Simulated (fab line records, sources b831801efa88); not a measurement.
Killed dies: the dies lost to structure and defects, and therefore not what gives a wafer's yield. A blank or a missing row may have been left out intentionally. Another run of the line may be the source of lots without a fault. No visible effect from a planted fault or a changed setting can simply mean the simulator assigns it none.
Chamber matching :: flow gf180mcu :: GF_PASSIVATION_CVD_00 on pecvd-01 has 3 sister chambers
The step deposits SiO2 from TEOS, target thk 1000 nm, time 111.95 s. 16 wafers are shown with their chamber, then 8 later ones without.

## WAFERS WITH THEIR CHAMBER
wafer: L843.3
chamber: 0
heater power w (W): 580

wafer: L843.5
chamber: 1
heater power w (W): 723

wafer: L843.6
chamber: 0
heater power w (W): 635

wafer: L846.1
chamber: 1
heater power w (W): 717

wafer: L846.5
chamber: 1
heater power w (W): 823

wafer: L846.6
chamber: 2
heater power w (W): 700

wafer: L847.1
chamber: 1
heater power w (W): 857

wafer: L847.2
chamber: 2
heater power w (W): 694

wafer: L847.4
chamber: 2
heater power w (W): 730

wafer: L848.1
chamber: 2
heater power w (W): 758

wafer: L848.4
chamber: 2
heater power w (W): 586

wafer: L848.6
chamber: 0
heater power w (W): 522

wafer: L850.1
chamber: 1
heater power w (W): 859

wafer: L850.2
chamber: 0
heater power w (W): 591

wafer: L850.6
chamber: 2
heater power w (W): 715

wafer: L854.2
chamber: 1
heater power w (W): 839

SIGNATURES (means of the wafers above)
reading: heater power w
chamber 0: 582.00
chamber 1: 803.00
chamber 2: 697.17
scatter within a chamber: 59.2
Rule: a wafer's distance from a chamber is the root of the sum, over the readings, of the square of ((its reading less the chamber's mean) divided by the reading's scatter). If the next closest chamber is less than 2 further off than the closest, the wafer can't be placed; otherwise it belongs to the closest. The scatter: the root of (the sum of the squares of (reading less its chamber's mean) over the shown wafers, divided by (wafers less chambers)).

## WAFERS WITHOUT THEIR CHAMBER
wafer: L854.3
heater power w (W): 874

wafer: L854.5
heater power w (W): 595

wafer: L864.3
heater power w (W): 731

wafer: L864.5
heater power w (W): 662

wafer: L864.6
heater power w (W): 601

wafer: L866.4
heater power w (W): 733

wafer: L866.5
heater power w (W): 827

wafer: L866.6
heater power w (W): 529

## THE CHAMBER EACH PASSED THROUGH
wafer: L854.3
from the rows above: can't be placed: 1 or 2
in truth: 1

wafer: L854.5
from the rows above: can't be placed: 0 or 2
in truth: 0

wafer: L864.3
from the rows above: can't be placed: 2 or 1 or 0
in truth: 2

wafer: L864.5
from the rows above: can't be placed: 2 or 0 or 1
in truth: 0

wafer: L864.6
from the rows above: can't be placed: 0 or 2
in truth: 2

wafer: L866.4
from the rows above: can't be placed: 2 or 1 or 0
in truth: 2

wafer: L866.5
from the rows above: can't be placed: 1 or 2
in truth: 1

wafer: L866.6
from the rows above: can't be placed: 0 or 2
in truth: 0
0 of 8 placed correctly. These rows do not allow placing 8 (true chamber among the candidates in 8). Number placed wrongly: 0.
